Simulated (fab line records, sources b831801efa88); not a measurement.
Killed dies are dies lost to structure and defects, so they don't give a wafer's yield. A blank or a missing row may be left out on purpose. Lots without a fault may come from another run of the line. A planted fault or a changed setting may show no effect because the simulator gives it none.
Which tool did it? | flow gf180mcu | 13 lots, 39 wafers sampled, at 1 step of a route of 602

WHAT THE GAUGES READ, wafer by wafer
GF_V5_THK_MEAS_03.
lot  | measured     | on            | V5_CVD_02_THK (nm)
L872 | day 26 18:53 | film_metro-01 | 1452 1464 1483
L873 | day 27 00:20 | film_metro-02 | 1443 1479 1444
L875 | day 27 17:16 | film_metro-04 | 1449 1447 1452
L882 | day 29 21:19 | film_metro-04 | 1421 1418 1442
L883 | day 30 08:52 | film_metro-04 | 1436 1437 1443
L884 | day 30 09:56 | film_metro-04 | 1454 1438 1475
L886 | day 31 01:42 | film_metro-02 | 1444 1437 1463
L887 | day 31 09:34 | film_metro-04 | 1463 1454 1459
L889 | day 31 14:49 | film_metro-01 | 1458 1479 1485
L891 | day 32 07:50 | film_metro-02 | 1429 1428 1447
L892 | day 32 10:56 | film_metro-02 | 1423 1417 1465
L893 | day 32 12:41 | film_metro-02 | 1430 1455 1460
L894 | day 32 23:04 | film_metro-02 | 1430 1447 1448

WHICH TOOL RAN EACH LOT (tool, then ch and the chambers of the sampled wafers, then the start)
The record holds no process step before these readings.

WHAT THE TOOLS THEMSELVES READ (means of the sampled wafers that have a number; where no wafer has one, the mark that the record gives instead)
The record holds no such reading with a usual standard deviation.

THE ANSWER, worked out from the rows above alone
Rule: what is usual is taken from the lots themselves. Put in order of their means at a reading, lots are off if they are a third of the lots or fewer, leave a main group of 4 or more, and stand apart from it by a gap of 3 or more times the standard deviation of the main group's means; of several such gaps the widest counts. A main group whose means are all the same, to the digits that the tables above print for the reading, isn't used. A lot without any number at a reading at which 4 lots or more have one is off too. The other lots that the step has rows for count as sound. The gauges are gone through in route order, then the tools' own readings, and for those a lot's mean is taken as printed above. The first step at which some lot is off is used, and at that step the reading that is off furthest; a lot without a number counts as furthest.
No lot is off at any reading shown: from this, nothing can be told.

WHAT THE SIMULATOR HAD PUT IN
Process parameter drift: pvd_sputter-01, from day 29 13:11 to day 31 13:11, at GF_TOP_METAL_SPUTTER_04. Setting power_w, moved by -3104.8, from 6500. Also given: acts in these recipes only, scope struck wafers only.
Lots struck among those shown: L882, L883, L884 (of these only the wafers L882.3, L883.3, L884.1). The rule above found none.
